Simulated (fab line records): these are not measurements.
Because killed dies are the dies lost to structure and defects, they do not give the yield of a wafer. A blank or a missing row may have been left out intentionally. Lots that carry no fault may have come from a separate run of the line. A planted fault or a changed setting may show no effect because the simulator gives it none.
One fault seen from 2 desks | flow sky130 | every desk sees just its own numbers, and what lay behind them comes last

== DESK OF THE TOOL OWNER: pvd_sputter-02 ==
The tool's own readings at SKY_METAL1_SPUTTER_00 (material Ti, target thk 15 nm, time 10 s): means of the sampled wafers that have a number, for each lot that ran on this tool. Any lot whose mean is over 4 standard deviations away from the usual mean is out of limits and marked OUT; that distance is given in the brackets.
Columns: A = chamber_pressure_pa at SKY_METAL1_SPUTTER_00, usual 0.3999 Pa; B = throttle_valve_pct at SKY_METAL1_SPUTTER_00, usual 30.1 %
lot  | first seen here | A                | B
L922 | day 33 18:12    | 0.3995           | 29.5
L925 | day 34 05:22    | 0.3790 (-26) OUT | 29.5
L939 | day 38 10:56    | 0.4002           | 27.9
This desk's finding: out of limits on L925; first on L925, day 34 05:22 (chamber_pressure_pa at SKY_METAL1_SPUTTER_00). Within limits: L922, L939.

== METROLOGY DESK ==
Means of the sampled wafers that have a number, per lot and without regard to the tool the lot ran on: this is what the gauges read. Any lot whose mean is over 4 standard deviations away from the usual mean is out of limits and marked OUT; that distance is given in the brackets.
Columns: A = CONTACT_W_RS at SKY_CONTACT_RS_MEAS_25, usual 0.338 ohm/sq; B = CONTACT_W_THK at SKY_CONTACT_THK_MEAS_26, usual 342 nm
lot  | first seen here | A     | B
L917 | day 32 04:05    | 0.345 | 335
L922 | day 33 17:46    | 0.341 | 339
L925 | day 34 04:53    | 0.340 | 341
L934 | day 37 00:41    | 0.343 | 334
L939 | day 38 10:29    | 0.336 | 345
Finding of this desk: none of the 5 lots has anything out of limits.

== PUT TOGETHER ==
An alarm could have come from the tool owner's desk at day 34 05:22, on L925.
At the metrology desk, nothing out of limits was observed.
The metrology desk has L925 on record, within its limits.
On pvd_sputter-02, each named lot ran SKY_METAL1_SPUTTER_00.

== WHAT THE SIMULATOR HAD PUT IN ==
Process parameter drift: pvd_sputter-02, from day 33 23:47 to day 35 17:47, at SKY_METAL1_SPUTTER_00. A move of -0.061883 in setting chamber_pressure_pa, from 0.4. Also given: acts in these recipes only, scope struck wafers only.
Struck lots among those shown: L925.
How many hours passed from the start of the fault until each desk's first out-of-limits reading: the tool owner's desk, 6.
